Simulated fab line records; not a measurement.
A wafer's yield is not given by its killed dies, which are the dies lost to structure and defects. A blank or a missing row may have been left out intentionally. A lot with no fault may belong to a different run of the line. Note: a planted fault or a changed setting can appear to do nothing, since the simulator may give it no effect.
What tool caused it? ; flow sky130 ; 14 lots (42 wafers sampled), 1 step of a 708-step route

## WHAT THE GAUGES READ, wafer by wafer
SKY_CONTACT_OVL_MEAS_15.
lot;measured;on;CONTACT_OVL (nm)
L838;day 31 21:27;overlay-01;5 6 8
L839;day 32 11:28;overlay-01;-8 -8 -6
L841;day 32 14:58;overlay-01;5 4 -5
L842;day 32 23:13;overlay-02;1 -2 3
L844;day 33 23:31;overlay-01;10 0 8
L845;day 34 11:21;overlay-01;-7 0 -11
L851;day 36 00:12;overlay-01;7 8 4
L854;day 36 20:49;overlay-02;1 -1 -3
L855;day 37 04:37;overlay-02;-8 1 -2
L856;day 37 07:18;overlay-01;-9 -3 -2
L858;day 38 00:40;overlay-02;6 1 -5
L859;day 38 20:48;overlay-01;16 8 9
L860;day 38 21:49;overlay-01;-3 2 8
L861;day 38 23:04;overlay-01;-1 5 -2

## WHICH TOOL RAN EACH LOT (tool, then ch and the chambers of the sampled wafers, then the start)
The record shows no process step preceding these readings.

## WHAT THE TOOLS THEMSELVES READ (means of the sampled wafers that have a number; where no wafer has one, the mark that the record gives instead)
The record holds no such reading with a usual standard deviation.

## THE ANSWER, worked out from the rows above alone
Rule: what is usual is taken from the lots themselves. Put in order of their means at a reading, lots are off if they are a third of the lots or fewer, leave a main group of 4 or more, and stand apart from it by a gap of 3 or more times the standard deviation of the main group's means; of several such gaps the widest counts. Not used: any main group whose means are identical at the precision the tables above print for the reading. Also off: a lot with no number at a reading for which 4 or more lots have one. All remaining lots with rows at the step are treated as sound. Order of review: gauges by route order, followed by the tools' own readings, for which a lot's mean as printed above is used. The first step at which some lot is off is used, and at that step the reading that is off furthest; a lot without a number counts as furthest.
Nothing can be told from this: no lot is off at any reading shown.

## WHAT THE SIMULATOR HAD PUT IN
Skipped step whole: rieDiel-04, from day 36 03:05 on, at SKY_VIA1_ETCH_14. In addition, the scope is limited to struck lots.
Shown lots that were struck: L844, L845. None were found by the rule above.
